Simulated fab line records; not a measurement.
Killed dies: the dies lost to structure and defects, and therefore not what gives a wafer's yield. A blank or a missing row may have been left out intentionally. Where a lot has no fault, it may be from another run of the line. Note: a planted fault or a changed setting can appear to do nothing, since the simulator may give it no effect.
Split-lot experiment :: flow sfqLine :: route with 325 steps; 5 lots, 27 wafers read

THE SPLIT ITSELF
At SFQ_TRILAYER_L0_ETCH_METAL_ETCH_008 (etches MoNx KI in SF6/O2, stops on SiO2, target depth 50 nm, time 25 s), the setting timeS was moved away from the recipe's 25 s on 12 of the 27 wafers read, by -32.5% to +59.2%. For the rest of the wafers, this setting stayed at what the recipe calls for.

The reading comes from the split's own step.

THE READING
oesProductAu, in a.u., at SFQ_TRILAYER_L0_ETCH_METAL_ETCH_008 (etches MoNx KI in SF6/O2, stops on SiO2, target depth 50 nm, time 25 s). On this fab line, fault-free wafers typically give 0.876 a.u. with a standard deviation of 0.0083 a.u.

wafer: L074.1
tool, chamber at the split: rieMetal-04, 0
timeS as run, s: 25
against the recipe: recipe
oesProductAu, a.u.: 0.876
against lot-mates on the recipe: -

wafer: L074.2
tool, chamber at the split: rieMetal-04, 1
timeS as run, s: 29.18
against the recipe: +16.7%
oesProductAu, a.u.: 0.835
against lot-mates on the recipe: -0.043

wafer: L074.3
tool, chamber at the split: rieMetal-04, 0
timeS as run, s: 29.18
against the recipe: +16.7%
oesProductAu, a.u.: 0.825
against lot-mates on the recipe: -0.053

wafer: L074.4
tool, chamber at the split: rieMetal-04, 1
timeS as run, s: 29.18
against the recipe: +16.7%
oesProductAu, a.u.: 0.836
against lot-mates on the recipe: -0.042

wafer: L074.5
tool, chamber at the split: rieMetal-04, 0
timeS as run, s: 25
against the recipe: recipe
oesProductAu, a.u.: 0.878
against lot-mates on the recipe: -

wafer: L074.6
tool, chamber at the split: rieMetal-04, 1
timeS as run, s: 25
against the recipe: recipe
oesProductAu, a.u.: 0.879
against lot-mates on the recipe: -

wafer: L077.1
tool, chamber at the split: rieMetal-04, 0
timeS as run, s: 39.81
against the recipe: +59.2%
oesProductAu, a.u.: 0.798
against lot-mates on the recipe: -0.070

wafer: L077.2
tool, chamber at the split: rieMetal-04, 1
timeS as run, s: 39.81
against the recipe: +59.2%
oesProductAu, a.u.: 0.776
against lot-mates on the recipe: -0.092

wafer: L077.3
tool, chamber at the split: rieMetal-04, 1
timeS as run, s: 25
against the recipe: recipe
oesProductAu, a.u.: 0.866
against lot-mates on the recipe: -

wafer: L077.4
tool, chamber at the split: rieMetal-04, 0
timeS as run, s: 39.81
against the recipe: +59.2%
oesProductAu, a.u.: 0.765
against lot-mates on the recipe: -0.103

wafer: L077.5
tool, chamber at the split: rieMetal-04, 0
timeS as run, s: 25
against the recipe: recipe
oesProductAu, a.u.: 0.875
against lot-mates on the recipe: -

wafer: L077.6
tool, chamber at the split: rieMetal-04, 1
timeS as run, s: 25
against the recipe: recipe
oesProductAu, a.u.: 0.863
against lot-mates on the recipe: -

wafer: L078.1
tool, chamber at the split: rieMetal-04, 1
timeS as run, s: 25
against the recipe: recipe
oesProductAu, a.u.: 0.881
against lot-mates on the recipe: -

wafer: L078.2
tool, chamber at the split: rieMetal-04, 0
timeS as run, s: 25
against the recipe: recipe
oesProductAu, a.u.: 0.875
against lot-mates on the recipe: -

wafer: L078.3
tool, chamber at the split: rieMetal-04, 0
timeS as run, s: 16.88
against the recipe: -32.5%
oesProductAu, a.u.: 1.017
against lot-mates on the recipe: +0.145

wafer: L078.4
tool, chamber at the split: rieMetal-04, 1
timeS as run, s: 16.88
against the recipe: -32.5%
oesProductAu, a.u.: 0.972
against lot-mates on the recipe: +0.100

wafer: L078.5
tool, chamber at the split: rieMetal-04, 1
timeS as run, s: 25
against the recipe: recipe
oesProductAu, a.u.: 0.859
against lot-mates on the recipe: -

wafer: L078.6
tool, chamber at the split: rieMetal-04, 0
timeS as run, s: 16.88
against the recipe: -32.5%
oesProductAu, a.u.: 1.025
against lot-mates on the recipe: +0.153

wafer: L079.1
tool, chamber at the split: rieMetal-04, 0
timeS as run, s: 25
against the recipe: recipe
oesProductAu, a.u.: 0.885
against lot-mates on the recipe: -

wafer: L079.2
tool, chamber at the split: rieMetal-04, 1
timeS as run, s: 34.01
against the recipe: +36.0%
oesProductAu, a.u.: 0.802
against lot-mates on the recipe: -0.076

wafer: L079.3
tool, chamber at the split: rieMetal-04, 0
timeS as run, s: 25
against the recipe: recipe
oesProductAu, a.u.: 0.870
against lot-mates on the recipe: -

wafer: L079.4
tool, chamber at the split: rieMetal-04, 1
timeS as run, s: 34.01
against the recipe: +36.0%
oesProductAu, a.u.: 0.804
against lot-mates on the recipe: -0.074

wafer: L079.5
tool, chamber at the split: rieMetal-04, 1
timeS as run, s: 34.01
against the recipe: +36.0%
oesProductAu, a.u.: 0.802
against lot-mates on the recipe: -0.076

wafer: L079.6
tool, chamber at the split: rieMetal-04, 0
timeS as run, s: 25
against the recipe: recipe
oesProductAu, a.u.: 0.879
against lot-mates on the recipe: -

wafer: L084.2
tool, chamber at the split: rieMetal-04, 1
timeS as run, s: 25
against the recipe: recipe
oesProductAu, a.u.: 0.871
against lot-mates on the recipe: -

wafer: L084.3
tool, chamber at the split: rieMetal-04, 1
timeS as run, s: 25
against the recipe: recipe
oesProductAu, a.u.: 0.875
against lot-mates on the recipe: -

wafer: L084.4
tool, chamber at the split: rieMetal-04, 0
timeS as run, s: 25
against the recipe: recipe
oesProductAu, a.u.: 0.882
against lot-mates on the recipe: -

THE FIT
A straight line over all 27 wafers: oesProductAu changes by -0.00229 a.u. for each +1% of timeS; r = -0.93; the points scatter about the line by 0.024 a.u.
The same after taking each lot's own level away (the mean of its wafers on the recipe; 27 wafers): -0.00227 a.u. for each +1%; r = -0.91; scatter 0.026 a.u.
That fit puts the effect of the largest move of timeS on the reading at 0.13 a.u.
The span of the lots' own levels, 0.8680 to 0.8780 a.u., comes to 1.2 times the standard deviation stated above.
So the lot-to-lot level changes the slope little: the two slopes agree.
Check: -0.136 a.u. against its lot-mates is what the line predicts for one of the wafers moved furthest among these (+59.2%) when that wafer is left out of the fit. Against them it came out at -0.07 a.u.
Tool readings at the split's step, against how far the setting was moved: oesProductAu r = -0.93.

THE WHOLE CHAIN: every reading that the file lists as answering this split, in the file's order
step: SFQ_TRILAYER_L0_ETCH_METAL_ETCH_008
what it does: etches MoNx KI in SF6/O2, stops on SiO2, target depth 50 nm, time 25 s
reading: oesProductAu
change (the file's fit): -0.00212 a.u. for each +1% of the setting
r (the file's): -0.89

step: SFQ_TRILAYER_L0_ETCH_METAL_ETCH_008
what it does: etches MoNx KI in SF6/O2, stops on SiO2, target depth 50 nm, time 25 s
reading: KrF_of_TRILAYER_L0_LITHO_COAT_005.thkNm (the simulator's own value, which no gauge read)
change (the file's fit): -0.401 nm for each +1% of the setting
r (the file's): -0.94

THE FILE'S OWN FIT
oesProductAu changes by -0.00212 a.u. for each +1% of timeS, r = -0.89.
